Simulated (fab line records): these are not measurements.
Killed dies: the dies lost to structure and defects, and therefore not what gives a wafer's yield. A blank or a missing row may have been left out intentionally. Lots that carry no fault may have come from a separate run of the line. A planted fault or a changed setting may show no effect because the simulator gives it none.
Struck lot and sound lot, side by side || flow gf180mcu || 14 steps out of a route of 602
Sound: these wafers, L915.1, L915.5, L915.6. Wafers L924.1, L924.3, L924.6 were the ones struck. The cause is named last.
For every step that has rows: the tool of each side, followed by ch and its chambers, followed by its first start. Under that, the readings that differ: sound wafers || struck wafers || difference of the means || sigmas: that difference in standard deviations of wafers without a fault.
alike: readings with means less than 2 such deviations apart, plus words and numbers identical on both sides. not compared: withheld readings, readings lacking a value on some wafer, bounds such as >300 that could conceal the same value, and numbers that have no deviation in the record and whose values overlap.
The two part at a step that has a row with sigmas, a row that says differs or no value, or rows on one side only. When numbers do not overlap yet have no deviation, they are printed without sigmas and do not part them. Lack of a reading on every wafer of one side parts them only where that side has two or more wafers.

first, 1 step without rows for these wafers: GF_V5_CMP_26 (polishes, stops on SiO2, t overpolish 15 s, target thk 0 nm).
GF_TOP_METAL_SPUTTER_00: material Ti, target thk 37.5 nm, time 150 s.
  sound: pvd-sputter-04 at day 31 03:24; struck: pvd-sputter-04 at day 33 04:13
  alike: throttle-valve-pct
GF_TOP_METAL_SPUTTER_01: material TiN, target thk 30 nm, time 25 s.
  sound: pvd-sputter-04 at day 31 03:30; struck: pvd-sputter-04 at day 33 04:19
  alike: throttle-valve-pct
GF_TOP_METAL_SPUTTER_02: material AlCu, target thk 900 nm, time 48.65 s.
  sound: pvd-sputter-04 at day 31 03:32; struck: pvd-sputter-04 at day 33 04:20
  alike: throttle-valve-pct
GF_TOP_METAL_SPUTTER_03: material Ti, target thk 5 nm, time 3.3 s.
  sound: pvd-sputter-04 at day 31 03:35; struck: pvd-sputter-04 at day 33 04:23
  alike: throttle-valve-pct
GF_TOP_METAL_SPUTTER_04: material TiN, target thk 25 nm, time 20.8 s.
  sound: pvd-sputter-04 at day 31 03:36; struck: pvd-sputter-04 at day 33 04:24
  alike: throttle-valve-pct
GF_TOP_METAL_RS_MEAS_05: measurement is done with a four-point probe.
  sound: film-metro-04 at day 31 03:37; struck: film-metro-04 at day 33 04:26
  alike: TOP_METAL_ALCU_RS
GF_TOP_METAL_THK_MEAS_06: measures by xrf.
  sound: film-metro-04 at day 31 03:44; struck: film-metro-04 at day 33 04:33
  alike: TOP_METAL_ALCU_THK
then, 4 steps without rows for these wafers: GF_TOP_METAL_DEHYDRATE_07 (time 60 s); GF_TOP_METAL_HMDS_08 (prime time 60 s); GF_TOP_METAL_COAT_09 (resist thk 1500 nm); GF_TOP_METAL_SOFTBAKE_10 (time 60 s).
GF_TOP_METAL_EXPOSE_11: exposes mask MetalTop, target cd 440 nm.
  sound on iline-stepper-01 ch 0, day 31 11:54; struck on iline-stepper-02, day 33 12:40
  no value came back on the struck wafers for exposure-dose-mJ-cm2, focus-offset-nm (nm), stage-vel-mm-s (mm/s); on the sound wafers exposure-dose-mJ-cm2 reads 169.91 169.98 169.86
  alike: mask
then, 1 step without rows for these wafers: GF_TOP_METAL_PEB_12.

## WHERE THEY PART
At GF_TOP_METAL_EXPOSE_11 and nowhere else, as far as this record goes.

WHY: what the simulator had put in
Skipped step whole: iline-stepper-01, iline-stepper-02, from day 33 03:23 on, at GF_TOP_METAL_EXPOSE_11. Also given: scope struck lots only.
